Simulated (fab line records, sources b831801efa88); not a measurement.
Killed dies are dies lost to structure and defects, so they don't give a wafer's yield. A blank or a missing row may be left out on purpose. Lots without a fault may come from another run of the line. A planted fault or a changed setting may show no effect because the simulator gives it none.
Which tool did it? | flow sky130 | 11 lots, 33 wafers sampled, at 3 steps of a route of 708

WHAT THE GAUGES READ, wafer by wafer
SKY_PWDE_OVL_MEAS_07.
lot  | measured    | on         | PWDE_OVL (nm)
L414 | day 4 02:52 | overlay-02 | -0.5 1.0 -0.4
L415 | day 4 03:29 | overlay-02 | -0.7 -2.7 -4.2
L416 | day 4 10:29 | overlay-01 | 1.7 2.0 -0.8
L417 | day 5 10:44 | overlay-02 | -0.8 -1.4 -0.1
L420 | day 5 16:23 | overlay-02 | 1.3 1.1 -0.4
L423 | day 6 01:01 | overlay-02 | - - -
L424 | day 6 10:01 | overlay-01 | 3.0 1.6 0.7
L430 | day 7 18:56 | overlay-02 | -1.0 0.4 0.4
L432 | day 8 07:27 | overlay-02 | 2.1 3.3 3.0
L433 | day 8 13:13 | overlay-02 | 0.4 0.2 0.6
L434 | day 8 21:23 | overlay-01 | 3.1 0.8 0.0

WHICH TOOL RAN EACH LOT (tool, then ch and the chambers of the sampled wafers, then the start)
lot  | SKY_FIELD_ISO_ETCH_15             | SKY_PWDE_EXPOSE_04
L414 | rie_diel-01 ch 0,1,3, day 2 09:46 | iline_stepper-02 ch 0, day 3 20:04
L415 | rie_diel-01 ch 0,1,2, day 2 14:52 | iline_stepper-01 ch 0, day 3 21:09
L416 | rie_diel-04 ch 1,2,3, day 2 18:48 | iline_stepper-02 ch 0, day 4 02:35
L417 | rie_diel-02 ch 0,3, day 3 16:34   | iline_stepper-01 ch 0, day 5 02:09
L420 | rie_diel-01 ch 1,2, day 3 22:13   | iline_stepper-01 ch 0, day 5 08:10
L423 | rie_diel-04 ch 0,1,3, day 4 07:48 | iline_stepper-02 ch 0, day 5 15:34
L424 | rie_diel-02 ch 0,1, day 4 13:09   | iline_stepper-02 ch 0, day 6 01:08
L430 | rie_diel-04 ch 2,3, day 5 21:01   | iline_stepper-01 ch 0, day 7 09:06
L432 | rie_diel-01 ch 1,2, day 6 09:10   | iline_stepper-02 ch 0, day 7 21:53
L433 | rie_diel-01 ch 1,3, day 6 13:07   | iline_stepper-02 ch 0, day 8 02:32
L434 | rie_diel-02 ch 0,1,2, day 6 18:37 | iline_stepper-02 ch 0, day 8 11:03
- SKY_FIELD_ISO_ETCH_15: etches the open film in CHF3/O2, stops on Si, target depth 180 nm, time 72 s.
- SKY_PWDE_EXPOSE_04: exposes mask PWDEM, target cd 840 nm.

THE ANSWER, worked out from the rows above alone
Rule: what is usual is taken from the lots themselves. Put in order of their means at a reading, lots are off if they are a third of the lots or fewer, leave a main group of 4 or more, and stand apart from it by a gap of 3 or more times the standard deviation of the main group's means; of several such gaps the widest counts. A main group whose means are all the same, to the digits that the tables above print for the reading, isn't used. A lot without any number at a reading at which 4 lots or more have one is off too. The other lots that the step has rows for count as sound.
Off: L423, at SKY_PWDE_OVL_MEAS_07 (PWDE_OVL). Without a number there: L423. The main group: mean 0.5 nm, standard deviation 1.4.
A tool fits if, at a process step before that reading, it ran every lot that is off, and no sound lot after the first of them. The gauges at SKY_PWDE_OVL_MEAS_07 are tried like those tools. None of those tried fits.

WHAT THE SIMULATOR HAD PUT IN
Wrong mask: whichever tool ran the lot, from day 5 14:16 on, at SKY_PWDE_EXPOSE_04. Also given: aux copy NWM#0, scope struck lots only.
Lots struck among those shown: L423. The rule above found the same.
